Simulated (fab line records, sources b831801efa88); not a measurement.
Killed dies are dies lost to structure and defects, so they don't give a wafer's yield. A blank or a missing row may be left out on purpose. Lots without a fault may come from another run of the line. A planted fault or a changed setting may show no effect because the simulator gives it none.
Problem report in the 8D (eight disciplines) form, filled by code | flow sky130 | the parts of the form that need people (team, actions taken, sign-off) are left out

1. THE PROBLEM
run_length_s at SKY_POLY_GATE_ETCH_17 reads a mean of 102.9 s on 3 wafers of 3 lots; wafers without a fault read 98.7 s with a standard deviation of 0.4. That is +11 standard deviations from the usual mean.
The step: etches poly-Si in HBr/Cl2, stops on SiO2, target depth 180 nm, time 70.5 s.
First seen on wafer L227.1, day 20 22:57, on rie_si-01. The record holds 19 wafers of 7 lots with a number at this step. Rule for "out", or "out of limits": more than 4 standard deviations from the usual mean. The other wafers with a number count as sound.

2. WHAT IT IS AND WHAT IT IS NOT
question                    | is                     | is not
which readings at this step | run_length_s           | drypump_motor_current_A
which lots                  | L227, L230, L232       | L220, L221, L237, L239
which wafers of those lots  | L227.1, L230.2, L232.1 | L227.3, L227.6, L230.3, L232.6
read on which tools         | rie_si-01              | rie_si-02
when                        | from day 20 22:57      | up to then (8 sound wafers); but 8 sound wafers of L230, L232, L237, L239 came after

3. SUSPECTS, AND WHAT RULES EACH OUT
Counting: a tool at a process step up to the reading stays a suspect if it ran every lot that is out. Sound lots after the first of them don't rule it out here, since some wafers of a struck lot are sound.
- rie_si-01 at SKY_POLY_GATE_ETCH_17 (etches poly-Si in HBr/Cl2, stops on SiO2, target depth 180 nm, time 70.5 s): kept. It ran every lot that is out, first L227 (day 20 22:57); its last sound lot up to then is L221 (day 18 02:41). Its own readings are out on those wafers: run_length_s.
Left after counting: rie_si-01 at SKY_POLY_GATE_ETCH_17.

4. THE CAUSE (what the simulator had put in)
Process parameter drift: rie_si-01, from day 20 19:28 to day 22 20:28, at SKY_POLY_GATE_ETCH_17. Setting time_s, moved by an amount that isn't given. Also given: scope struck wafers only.
Counting left only this tool.

5. THE CHAIN OF EFFECTS, in route order
Each row: a reading whose mean over the struck wafers that have a number lies more than 3 standard deviations from the usual. Only readings for which the record gives a usual standard deviation are gone through. hours: the time from each lot's start at the first step in this table that gives one to its start at this step, as a median over the lots. sigmas: the change in usual standard deviations.
hours | step                  | reading        | usual      | on struck wafers | change | sigmas
0     | SKY_POLY_GATE_ETCH_17 | oes_product_au | 0.987 a.u. | 0.959            | -0.028 | -4.2
0     | SKY_POLY_GATE_ETCH_17 | run_length_s   | 98.7 s     | 102.9            | +4.2   | +11
The process steps in it:
- SKY_POLY_GATE_ETCH_17: etches poly-Si in HBr/Cl2, stops on SiO2, target depth 180 nm, time 70.5 s.

6. WHAT WOULD HAVE CAUGHT IT SOONER
In this record the first reading out of limits was taken at day 20 22:57, 3 hours after the fault began at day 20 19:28.
